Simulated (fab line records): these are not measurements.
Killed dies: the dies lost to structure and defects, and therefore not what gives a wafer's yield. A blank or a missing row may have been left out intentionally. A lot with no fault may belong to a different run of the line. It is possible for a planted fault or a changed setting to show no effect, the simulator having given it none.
fab line records	flow sky130
record lots=5	wafers=15	last_day=50
route steps=708 shown CONTACT@418 PAD_OPEN@708
lots untouched by any fault: they come from a run of this same line in which no faults occurred
start_h: the number of hours between the record's first day and the start of the first shown wafer of the lot	wait_h: hours since the lot's step before	" identical to the entry in the row above	L1.1+2: several wafers, shown together as one row	- either no value or no given start	* or withheld: withheld	< > ~ a bound
route shown NAME@n: NAME is a module with steps in the file, n the number in the route of the first one	usual: average and standard deviation across the fault-free wafers	same: alike in all rows	chamber/n: place in a boat	sites: the reading at each site	_std_site: their standard deviation	_edge_site: inner sites' mean taken away from outer sites' mean	radius_mm: for every site, how far away it sits from the centre of the wafer	mask NAME#n: copy n	behind: tool/chamber where the wafer was last shaped	hold: the reason the lot was held/the length of the hold in hours/how it ended	device: which transistor (n, p or np) failed to switch	end of line: the same wafers' tests at the end of the route	a step without rows: its recipe alone	killed: count of dies lost to structure and defects at first sort (not the wafer's yield)	map: a wafer's dies, x killed, . not, _ none there
set.NAME: the run value of the setting; set.NAME@STEP: its run value at that earlier step	model.NAME: the simulator's own value behind a step, which no gauge read
a table for each step, a row for each wafer; lots at some steps of the route
services: the hour from which a tool's chamber was out of use, counted from the record's first day as start_h (under 0 if before that day), plus the number of hours and why
## steps
# step SKY_CONTACT_PEB_12
# recipe peb_temp_c=withheld	peb_time_s=withheld	resist=KrF-thick
# step SKY_CONTACT_DEVELOP_13
# recipe develop_time_s=60	resist=KrF-thick	dev_temp_c=21
# step SKY_CONTACT_CD_MEAS_14
# recipe target_cd_nm=170
# usual cd_nm=169.5/1.4
lot.wafer	tool	chamber	start_h	wait_h	cd_nm
L736.1	cd_sem-02	-	747.22	-	167.3
L736.3	"	-	"	"	166.9
L736.4	"	-	"	"	167.8
L739.1	cd_sem-01	-	770.87	-	166.6
L739.4	"	-	"	"	165.7
L739.5	"	-	"	"	168.2
L743.1	cd_sem-02	-	805.00	-	169.6
L743.4	"	-	"	"	170.3
L743.5	"	-	"	"	171.7
L744.1	cd_sem-01	-	810.87	-	168.5
L744.3	"	-	"	"	167.0
L744.4	"	-	"	"	168.8
L757.2	cd_sem-01	-	911.84	-	167.7
L757.3	"	-	"	"	167.1
L757.5	"	-	"	"	169.2
# step SKY_CONTACT_OVL_MEAS_15
# usual CONTACT_OVL=-1/5.9
lot.wafer	tool	chamber	start_h	wait_h	CONTACT_OVL[nm]
L736.1	overlay-01	-	747.34	0.1	2
L736.3	"	-	"	"	-1
L736.4	"	-	"	"	4
L739.1	overlay-01	-	770.99	0.1	3
L739.4	"	-	"	"	4
L739.5	"	-	"	"	2
L743.1	overlay-01	-	805.12	0.1	-3
L743.4	"	-	"	"	1
L743.5	"	-	"	"	-5
L744.1	overlay-01	-	810.99	0.1	-7
L744.3	"	-	"	"	-2
L744.4	"	-	"	"	1
L757.2	overlay-01	-	911.94	0.1	1
L757.3	"	-	"	"	7
L757.5	"	-	"	"	7
# step SKY_CONTACT_ETCH_16
# recipe chemistry=N2/H2	target=BARC	ion_energy_ev=200	source_w=500	bias_w=100	pressure_mtorr=30	n2_flow_sccm=100	h2_flow_sccm=200	stop_on=SiO2	time_s=45.9	target_depth_a=600
# usual drypump_motor_current_A=5.6/0.47	oes_product_au=0.859/0.0051	rf_fwd_power_W=494.3/2.2	throttle_valve_pct=13.226/0.0093
lot.wafer	tool	chamber	start_h	wait_h	drypump_motor_current_A	oes_product_au	rf_fwd_power_W	rf_hours_counter_h	throttle_valve_pct
L736.1	rie_diel-03	2	747.37	0.0	5.9	0.859	494.3	21	13.229
L736.3	"	1	"	"	5.0	0.851	494.6	9	13.229
L736.4	"	0	"	"	5.0	0.855	491.0	15	13.221
L739.1	rie_diel-03	2	771.02	0.0	5.9	0.861	494.6	21	13.216
L739.4	"	3	"	"	5.5	0.862	492.3	2	13.248
L739.5	"	0	"	"	5.0	0.865	493.6	-	13.221
L743.1	rie_diel-02	1	805.16	0.0	5.6	0.859	494.8	10	13.241
L743.4	"	2	"	"	5.1	0.851	487.2	7	13.217
L743.5	"	1	"	"	5.6	0.854	494.4	-	13.235
L744.1	rie_diel-04	3	811.02	0.0	5.9	0.857	494.9	1	13.236
L744.3	"	0	"	"	5.7	0.861	495.5	10	13.211
L744.4	"	2	"	"	5.7	0.862	495.1	4	13.207
L757.2	rie_diel-02	1	911.97	0.0	5.6	0.858	494.4	15	13.213
L757.3	"	3	"	"	6.4	0.856	493.7	1	13.220
L757.5	"	3	"	"	6.4	0.858	496.8	-	13.221
# step SKY_CONTACT_ETCH_17
# recipe target=SiO2	chemistry=C4F8/O2/Ar	stop_on=Si3N4	mask_material=KrF-thick	source_w=1500	bias_w=1200	pressure_mtorr=40	c4f8_flow_sccm=withheld	O2_flow_sccm=6	Ar_flow_sccm=300	time_s=withheld	target_depth_a=3400
# usual oes_product_au=0.893/0.0053	rf_fwd_power_W=1486/5.5
lot.wafer	tool	chamber	start_h	wait_h	oes_product_au	rf_fwd_power_W
L736.1	rie_diel-03	2	747.42	0.0	0.888	1486
L736.3	"	1	"	"	0.894	1487
L736.4	"	0	"	"	0.893	1490
L739.1	rie_diel-03	2	771.07	0.0	0.891	1489
L739.4	"	3	"	"	0.883	1492
L739.5	"	0	"	"	0.894	1482
L743.1	rie_diel-02	1	805.20	0.0	0.898	1484
L743.4	"	2	"	"	0.889	1479
L743.5	"	1	"	"	0.893	1481
L744.1	rie_diel-04	3	811.07	0.0	0.892	1496
L744.3	"	0	"	"	0.890	1494
L744.4	"	2	"	"	0.891	1481
L757.2	rie_diel-02	1	912.02	0.0	0.901	1491
L757.3	"	3	"	"	0.892	1489
L757.5	"	3	"	"	0.894	1488
# step SKY_CONTACT_ETCH_18
# recipe target=Si3N4	chemistry=CHF3/O2	stop_on=TiN	source_w=600	bias_w=200	pressure_mtorr=40	chf3_flow_sccm=50	O2_flow_sccm=5	time_s=39	target_depth_a=750
# usual O2_flow_sccm=5.001/0.015	drypump_motor_current_A=5.6/0.47	oes_product_au=0.855/0.0068	rf_fwd_power_W=592.5/2.4	throttle_valve_pct=8.793/0.0082
lot.wafer	tool	chamber	start_h	wait_h	O2_flow_sccm	drypump_motor_current_A	oes_product_au	rf_fwd_power_W	rf_hours_counter_h	throttle_valve_pct
L736.1	rie_diel-03	2	-	-	5.005	5.8	0.854	592.9	21	8.784
L736.3	"	1	"	"	4.998	5.0	0.861	591.3	9	8.794
L736.4	"	0	"	"	4.987	4.9	0.864	590.3	15	8.807
L739.1	rie_diel-03	2	-	-	5.001	5.8	0.842	596.2	22	8.806
L739.4	"	3	"	"	5.002	5.5	0.843	590.5	2	8.799
L739.5	"	0	"	"	4.989	4.9	0.860	591.1	-	8.767
L743.1	rie_diel-02	1	-	-	5.005	5.6	0.844	594.2	10	8.782
L743.4	"	2	"	"	5.009	5.1	0.851	586.7	7	8.794
L743.5	"	1	"	"	5.018	5.6	0.855	592.9	-	8.795
L744.1	rie_diel-04	3	-	-	4.968	5.9	0.849	594.1	1	8.803
L744.3	"	0	"	"	5.010	5.7	0.850	591.8	10	8.778
L744.4	"	2	"	"	5.006	5.7	0.862	594.3	4	8.793
L757.2	rie_diel-02	1	-	-	5.008	5.6	0.856	592.0	15	8.788
L757.3	"	3	"	"	5.017	6.4	0.860	590.9	1	8.799
L757.5	"	3	"	"	4.992	6.4	0.863	589.4	-	8.807
# step SKY_CONTACT_STRIP_19
# recipe chemistry=O2/N2	power_w=1400	pressure_mtorr=1500	platen_temp_c=withheld	o2_flow_sccm=3000	n2_flow_sccm=300	overash_fraction=0.5
# usual drypump_motor_current_A=5.7/0.47	oes_product_au=0.381/0.0046	strip_time_to_endpoint_s=3.62/0.031
lot.wafer	tool	chamber	start_h	wait_h	drypump_motor_current_A	oes_product_au	rf_hours_counter_h	strip_time_to_endpoint_s
L736.1	plasma_asher-01	1	747.51	-	5.4	0.386	66	3.62
L736.3	"	1	"	"	5.4	0.384	-	3.62
L736.4	"	0	"	"	6.3	0.370	-	3.58
L739.1	plasma_asher-02	0	771.16	-	5.8	0.381	35	3.64
L739.4	"	0	"	"	5.8	0.380	-	3.63
L739.5	"	1	"	"	4.9	0.381	-	3.63
L743.1	plasma_asher-04	0	805.29	-	6.1	0.375	6	3.60
L743.4	"	1	"	"	6.1	0.381	-	3.65
L743.5	"	0	"	"	6.1	0.383	-	3.60
L744.1	plasma_asher-02	1	811.16	-	4.9	0.389	39	3.65
L744.3	"	0	"	"	5.8	0.383	-	3.60
L744.4	"	1	"	"	4.9	0.384	-	3.57
L757.2	plasma_asher-02	1	912.11	-	5.0	0.370	50	3.63
L757.3	"	1	"	"	4.9	0.385	-	3.57
L757.5	"	0	"	"	5.8	0.385	-	3.60
# step SKY_CONTACT_STRIP_20
# recipe chemistry=post_etch_residue_remover	time_s=1200	temp_c=72.5
# step SKY_CONTACT_CLEAN_21
# recipe chemistry=IPA	time_s=180	temp_c=25
# step SKY_CONTACT_CLEAN_22
# recipe chemistry=O3/DIW	dry=n2_spin
# step SKY_CONTACT_SPUTTER_23
# recipe material=TiN	target_thk_nm=20	chamber_pressure_pa=5	power_w=4000	time_s=80
# step SKY_CONTACT_CVD_24
# recipe material=W	target_thk_nm=340	time_s=102.12	temp_c=400	pressure_torr=40
# usual heater_power_w=854/59
lot.wafer	tool	chamber	start_h	wait_h	heater_power_w	model.W_of_CONTACT_CVD_24.thk_nm
L736.1	cvd_w-01	1	748.19	0.0	924	344.1
L736.3	"	1	"	"	897	342.4
L736.4	"	0	"	"	838	347.3
L739.1	cvd_w-02	0	771.85	0.0	774	343.7
L739.4	"	0	"	"	757	341.4
L739.5	"	0	"	"	771	339.9
L743.1	cvd_w-02	1	806.34	0.0	883	361.2
L743.4	"	1	"	"	898	362.3
L743.5	"	1	"	"	913	362.3
L744.1	cvd_w-01	0	811.95	0.0	851	344.8
L744.3	"	0	"	"	848	342.6
L744.4	"	1	"	"	923	345
L757.2	cvd_w-01	1	912.76	0.0	916	341.6
L757.3	"	0	"	"	857	343.4
L757.5	"	0	"	"	842	339.9
# step SKY_CONTACT_RS_MEAS_25
# recipe thk_meas_gauge=four-point-probe	reads=W_of_CONTACT_CVD_24+TiN_of_CONTACT_SPUTTER_23
# usual CONTACT_W_RS=0.336/0.0033
lot.wafer	tool	chamber	start_h	wait_h	hold	CONTACT_W_RS[ohm/sq]
L736.1	film_metro-02	-	748.31	0.1	-	0.334
L736.3	"	-	"	"	-	0.336
L736.4	"	-	"	"	-	0.330
L739.1	film_metro-03	-	771.96	0.1	-	0.334
L739.4	"	-	"	"	-	0.336
L739.5	"	-	"	"	-	0.337
L743.1	film_metro-03	-	806.45	0.1	await_dispo/0.2h/release	0.317
L743.4	"	-	"	"	await_dispo/0.2h/release	0.316
L743.5	"	-	"	"	await_dispo/0.2h/release	0.316
L743.1	film_metro-03	-	806.75	0.3	-	0.317
L743.4	"	-	"	"	-	0.317
L743.5	"	-	"	"	-	0.316
L744.1	film_metro-04	-	812.06	0.1	-	0.334
L744.3	"	-	"	"	-	0.335
L744.4	"	-	"	"	-	0.333
L757.2	film_metro-03	-	912.89	0.1	-	0.337
L757.3	"	-	"	"	-	0.334
L757.5	"	-	"	"	-	0.337
# step SKY_CONTACT_THK_MEAS_26
# recipe thk_meas_gauge=xrf	reads=W_of_CONTACT_CVD_24
# usual CONTACT_W_THK=346/5.7
lot.wafer	tool	chamber	start_h	wait_h	hold	CONTACT_W_THK[nm]
L736.1	film_metro-02	-	748.43	0.1	-	351
L736.3	"	-	"	"	-	350
L736.4	"	-	"	"	-	355
L739.1	film_metro-03	-	772.08	0.1	-	354
L739.4	"	-	"	"	-	348
L739.5	"	-	"	"	-	348
L744.1	film_metro-04	-	812.18	0.1	-	343
L744.3	"	-	"	"	-	343
L744.4	"	-	"	"	-	344
L743.1	film_metro-03	-	813.26	6.5	await_dispo/0.2h/release	370
L743.4	"	-	"	"	await_dispo/0.2h/release	369
L743.5	"	-	"	"	await_dispo/0.2h/release	372
L743.1	film_metro-03	-	813.50	0.2	-	369
L743.4	"	-	"	"	-	368
L743.5	"	-	"	"	-	368
L757.2	film_metro-03	-	913.00	0.1	-	342
L757.3	"	-	"	"	-	345
L757.5	"	-	"	"	-	342
# step SKY_CONTACT_CMP_27
# recipe stop_on=SiO2	t_overpolish_s=15	down_force_psi=3.5	platen_rpm=60	target_thk_nm=0	pad_velocity_m_s=0.94248
# usual edge_zone_pressure_frac=0.999/0.0055	motor_current_A=10.5/1.3
lot.wafer	tool	chamber	start_h	wait_h	hold	edge_zone_pressure_frac	motor_current_A
L736.4	cmp-02	0	748.49	0.0	-	0.995	8.9
L736.1	"	1	"	"	-	0.995	10.0
L736.3	"	2	"	"	-	1.005	9.2
L739.1	cmp-02	3	772.14	0.1	-	0.990	10.6
L739.4	"	0	"	"	-	0.998	8.9
L739.5	"	3	"	"	-	0.996	11.5
L744.3	cmp-01	2	812.29	0.1	-	1.000	12.6
L744.1	"	3	"	"	-	0.998	11.8
L744.4	"	0	"	"	-	0.999	12.6
L743.4	cmp-02	2	815.59	2.1	await_dispo/2.0h/release	1.003	9.2
L743.1	"	3	"	"	await_dispo/2.0h/release	0.996	11.5
L743.5	"	2	"	"	await_dispo/2.0h/release	0.996	9.4
L757.3	cmp-01	1	913.15	0.1	-	0.998	10.8
L757.2	"	2	"	"	-	1.005	12.5
L757.5	"	3	"	"	-	0.996	11.8
# step SKY_PAD_OPEN_PROBE_99
# usual killed_at_M0_to_M3=43/5.9	killed_at_M4_up=2.9/1.5	killed_at_contacts=24/5	killed_at_front_end=15/4.8	killed_at_other=0.2/0.5	killed_dies=86/9.3	killed_on_rim=17/4.1	killed_open=47/7.1	killed_short=38/6.3
# same gross_dies=492	killed_at_back_side=0
lot.wafer	tool	chamber	start_h	wait_h	killed_at_M0_to_M3	killed_at_M4_up	killed_at_contacts	killed_at_front_end	killed_at_other	killed_dies	killed_on_rim	killed_open	killed_short
L736.1	prober-02	-	1090.37	0.1	43	2	35	14	0	94	23	58	36
L736.3	prober-02	-	1090.47	0.2	44	4	22	18	0	88	18	44	44
L736.4	prober-02	-	1090.52	0.2	42	4	13	11	1	71	15	34	37
L743.1	prober-01	-	1132.12	0.1	44	3	19	20	0	86	13	47	39
L743.4	prober-01	-	1132.27	0.2	45	3	14	18	0	80	16	41	39
L743.5	prober-01	-	1132.32	0.2	41	2	24	20	0	87	18	38	49
L744.1	prober-02	-	1136.48	0.1	31	4	27	21	0	83	14	52	31
L744.3	prober-02	-	1136.58	0.2	47	3	28	11	0	89	18	46	43
L744.4	prober-02	-	1136.63	0.2	36	1	22	18	1	78	17	42	36
L757.2	prober-02	-	1208.89	0.1	42	4	26	19	0	91	15	55	36
L757.3	prober-02	-	1208.94	0.2	42	2	31	16	0	91	15	47	44
L757.5	prober-02	-	1209.04	0.2	41	2	32	25	0	100	19	51	49
# killed by level:class
L736.1 CONTACT:geometric_particle:open=14 VIA1:geometric_particle:open=11 VIA3:geometric_particle:open=8 CONTACT:geometric_particle:short=7 POLY_GATE:geometric_particle:short=6 LI_CONTACT:geometric_particle:open=6 METAL1:geometric_particle:short=4 POLY_GATE:geometric_particle:open=3
L736.3 VIA1:geometric_particle:open=9 LI_CONTACT:geometric_particle:open=7 CONTACT:geometric_particle:open=7 POLY_GATE:geometric_particle:open=6 FIELD_ISO:geometric_particle:short=5 VIA1:geometric_particle:short=5 VIA2:geometric_particle:open=5 VIA2:geometric_particle:short=5
L736.4 METAL1:geometric_particle:short=7 METAL2:geometric_particle:short=6 LI_CONTACT:geometric_particle:open=5 VIA1:geometric_particle:open=5 VIA2:geometric_particle:open=5 FIELD_ISO:geometric_particle:short=4 CONTACT:geometric_particle:open=4 METAL3:geometric_particle:short=4
L743.1 VIA1:geometric_particle:open=12 CONTACT:geometric_particle:open=7 VIA3:geometric_particle:open=7 FIELD_ISO:geometric_particle:short=6 VIA2:geometric_particle:open=6 CONTACT:geometric_particle:short=5 POLY_GATE:geometric_particle:open=4 LI_CONTACT:geometric_particle:open=4
L743.4 METAL2:geometric_particle:short=9 VIA1:geometric_particle:open=8 FIELD_ISO:geometric_particle:open=6 VIA1:geometric_particle:short=6 VIA2:geometric_particle:open=6 POLY_GATE:geometric_particle:short=5 LI_CONTACT:geometric_particle:open=5 CONTACT:geometric_particle:open=5
L743.5 FIELD_ISO:geometric_particle:short=8 CONTACT:geometric_particle:open=8 LI_CONTACT:geometric_particle:open=7 METAL2:geometric_particle:short=6 METAL1:geometric_particle:short=5 VIA1:geometric_particle:short=5 VIA2:geometric_particle:short=5 VIA3:geometric_particle:open=5
L744.1 VIA1:geometric_particle:open=9 LI_CONTACT:geometric_particle:open=8 CONTACT:geometric_particle:open=7 CONTACT:geometric_particle:short=6 FIELD_ISO:geometric_particle:short=5 FIELD_ISO:geometric_particle:open=5 VIA2:geometric_particle:open=5 VIA3:geometric_particle:open=5
L744.3 CONTACT:geometric_particle:open=12 VIA1:geometric_particle:open=9 METAL1:geometric_particle:short=9 VIA3:geometric_particle:open=6 FIELD_ISO:geometric_particle:open=5 FIELD_ISO:geometric_particle:short=5 LOCAL_INTERCONNECT:geometric_particle:short=5 METAL3:geometric_particle:short=4
L744.4 LI_CONTACT:geometric_particle:open=7 VIA3:geometric_particle:open=7 CONTACT:geometric_particle:open=6 METAL1:geometric_particle:short=6 POLY_GATE:geometric_particle:short=5 LI_CONTACT:geometric_particle:short=5 VIA1:geometric_particle:open=5 VIA2:geometric_particle:open=5
L757.2 CONTACT:geometric_particle:open=14 VIA1:geometric_particle:open=10 LI_CONTACT:geometric_particle:open=9 METAL2:geometric_particle:short=7 VIA2:geometric_particle:open=6 FIELD_ISO:geometric_particle:short=5 METAL1:geometric_particle:short=4 VIA3:geometric_particle:open=4
L757.3 CONTACT:geometric_particle:open=11 VIA1:geometric_particle:open=9 LI_CONTACT:geometric_particle:open=8 VIA1:geometric_particle:short=7 FIELD_ISO:geometric_particle:short=6 CONTACT:geometric_particle:short=5 METAL2:geometric_particle:short=5 LOCAL_INTERCONNECT:geometric_particle:short=4
L757.5 CONTACT:geometric_particle:open=11 METAL1:geometric_particle:short=10 VIA1:geometric_particle:open=9 LI_CONTACT:geometric_particle:open=8 FIELD_ISO:geometric_particle:open=7 POLY_GATE:geometric_particle:short=6 CONTACT:geometric_particle:short=6 METAL3:geometric_particle:short=5
## services
tool	chamber	start_h	hours	kind
plasma_asher-04	-	733.75	9.0	pm
plasma_asher-01	-	734.11	4.1	repair
cmp-01	-	744.00	4.0	pm
rie_diel-02	0	747.48	1.2	repair
cmp-02	-	749.52	0.8	repair
plasma_asher-04	-	754.96	0.3	repair
cmp-01	-	755.87	2.6	repair
rie_diel-04	0	769.87	8.3	repair
rie_diel-02	1	793.00	8.3	repair
rie_diel-03	2	794.21	2.4	repair
cmp-02	-	818.82	0.6	repair
cvd_w-02	1	824.19	3.3	repair
plasma_asher-04	-	828.24	15.9	repair
cmp-01	-	828.66	0.9	repair
cvd_w-02	-	833.03	6.0	pm
cmp-01	-	833.51	5.5	pm
plasma_asher-02	-	838.92	0.4	repair
rie_diel-02	2	843.41	25.8	repair
rie_diel-02	3	848.97	8.6	repair
cvd_w-02	0	853.35	9.1	repair
plasma_asher-01	-	853.82	1.0	repair
cmp-02	-	869.22	4.9	pm
cvd_w-02	-	904.00	14.0	pm
cmp-02	-	912.02	4.0	pm
## key
first_sign step=SKY_CONTACT_RS_MEAS_25	reading=visit	direction=added
effect step=SKY_CONTACT_RS_MEAS_25	reading=CONTACT_W_RS	direction=down	sigmas=5.9	usual=0.336	struck=0.317
effect step=SKY_CONTACT_THK_MEAS_26	reading=visit	direction=added
effect step=SKY_CONTACT_CMP_27	reading=hold	direction=added
model_effect step=SKY_CONTACT_CVD_24	value=W_of_CONTACT_CVD_24.thk_nm	without=342	struck=362
met_at SKY_CONTACT_CVD_24
struck_wafers L743.1,L743.4,L743.5
tester_left_out L743
also_fits SKY_CONTACT_STRIP_19:plasma_asher-04
fault kind=process_parameter_drift	tool=cvd_w-02	chamber=1	onset_h=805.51	steps=SKY_CONTACT_CVD_24	channel=target_thk_nm	offset=20.011	shape=step	end_h=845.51	acts_in=these_recipes_only	stated=340
# tester_left_out: of these lots the tester's yield and bins aren't shown, on N5 and GAA mostly nor the transistor test; their killed dies are dies lost to structure and defects alone, not to doping, threshold or leakage, so they don't give the yield
